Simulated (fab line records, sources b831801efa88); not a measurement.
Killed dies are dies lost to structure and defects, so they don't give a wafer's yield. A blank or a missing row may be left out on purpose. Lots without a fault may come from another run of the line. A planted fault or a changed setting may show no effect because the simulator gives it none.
Tool commonality check | flow gf180mcu | 13 lots, 39 wafers sampled

WHY IT WAS OPENED
At GF_HV_LDD_TW_MEAS_38 the reading HV_LDD_3_TW is flagged on 2 of 13 lots. Wafers without a fault read 1433, standard deviation 5.3.
Rule: a lot is flagged when every wafer of it that has a number lies more than 4 standard deviations from that mean, or none has a number. The other lots count as sound.

lot  | measured     | on            | HV_LDD_3_TW, wafer by wafer | flag
L589 | day 12 06:42 | film_metro-03 | 1433 1430 1443              |
L592 | day 12 22:21 | film_metro-04 | 1439 1432 1438              |
L594 | day 13 18:41 | film_metro-01 | 1433 1432 1420              |
L596 | day 14 15:02 | film_metro-03 | 1435 1425 1433              |
L598 | day 15 00:23 | film_metro-03 | 1439 1438 1427              |
L599 | day 15 08:28 | film_metro-03 | 1431 1427 1435              |
L600 | day 15 09:59 | film_metro-04 | 1433 1440 1438              |
L601 | day 15 19:56 | film_metro-04 | 1440 1434 1430              |
L607 | day 17 14:17 | film_metro-03 | 1400 1401 1401              | FLAGGED
L608 | day 17 22:14 | film_metro-03 | 1405 1394 1398              | FLAGGED
L609 | day 18 05:05 | film_metro-03 | 1436 1435 1439              |
L610 | day 18 14:46 | film_metro-04 | 1441 1434 1439              |
L611 | day 19 02:40 | film_metro-04 | 1422 1426 1433              |
The numbers of the flagged lots are 1400 on average: -33 against the usual, or -6 standard deviations.

WHICH TOOL RAN EACH LOT
The record holds 1 process step before the reading, out of a route of 602 steps. In each cell: the tool, then ch and the chambers that the sampled wafers went through, then the start.
lot  | flag    | GF_HV_LDD_IMPLANT_33
L589 |         | implanter-02 ch 0, day 12 06:02
L592 |         | implanter-04 ch 0, day 12 21:39
L594 |         | implanter-02 ch 0, day 13 18:00
L596 |         | implanter-02 ch 0, day 14 14:21
L598 |         | implanter-02 ch 0, day 14 23:41
L599 |         | implanter-02 ch 0, day 15 07:46
L600 |         | implanter-02 ch 0, day 15 09:17
L601 |         | implanter-02 ch 0, day 15 19:14
L607 | FLAGGED | implanter-02 ch 0, day 17 13:37
L608 | FLAGGED | implanter-02 ch 0, day 17 21:32
L609 |         | implanter-04 ch 0, day 18 04:25
L610 |         | implanter-04 ch 0, day 18 14:04
L611 |         | implanter-04 ch 0, day 19 01:58
What these steps do:
- GF_HV_LDD_IMPLANT_33
- GF_HV_LDD_TW_MEAS_38

FLAGGED OVER TOTAL, TOOL BY TOOL (the gauges that took the reading come last)
step                 | tool          | lots run | flagged | share of the flagged lots | sound lots run after its first flagged lot
GF_HV_LDD_IMPLANT_33 | implanter-02  | 9        | 2       | all                       | 0
GF_HV_LDD_IMPLANT_33 | implanter-04  | 4        | 0       | none                      | -
GF_HV_LDD_TW_MEAS_38 | film_metro-01 | 1        | 0       | none                      | -
GF_HV_LDD_TW_MEAS_38 | film_metro-03 | 7        | 2       | all                       | 1 (L609)
GF_HV_LDD_TW_MEAS_38 | film_metro-04 | 5        | 0       | none                      | -

WHAT THE TABLE ALLOWS
2 rows of the table ran every flagged lot: implanter-02 at GF_HV_LDD_IMPLANT_33, film_metro-03 at GF_HV_LDD_TW_MEAS_38.
- implanter-02 at GF_HV_LDD_IMPLANT_33: 2 of its 9 lots flagged. Its last sound lot is L601 (day 15 19:14), its first flagged lot L607 (day 17 13:37): a fault that began between those two fits. Its own readings lie more than 4 standard deviations out on every wafer of the flagged lots: dose_ions_cm2, faraday_current_uA.
- film_metro-03 at GF_HV_LDD_TW_MEAS_38: 2 of its 7 lots flagged. Sound lots ran on it after the first flagged one (L609), which a lasting fault on the whole tool wouldn't allow.
One tool is left: implanter-02 at GF_HV_LDD_IMPLANT_33.

WHAT THE SIMULATOR HAD PUT IN
Process parameter drift: implanter-02, from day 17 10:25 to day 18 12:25, at GF_HV_LDD_IMPLANT_33. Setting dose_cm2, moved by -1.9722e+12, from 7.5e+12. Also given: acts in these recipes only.
Lots struck among those shown: L607, L608. The rule above found the same.
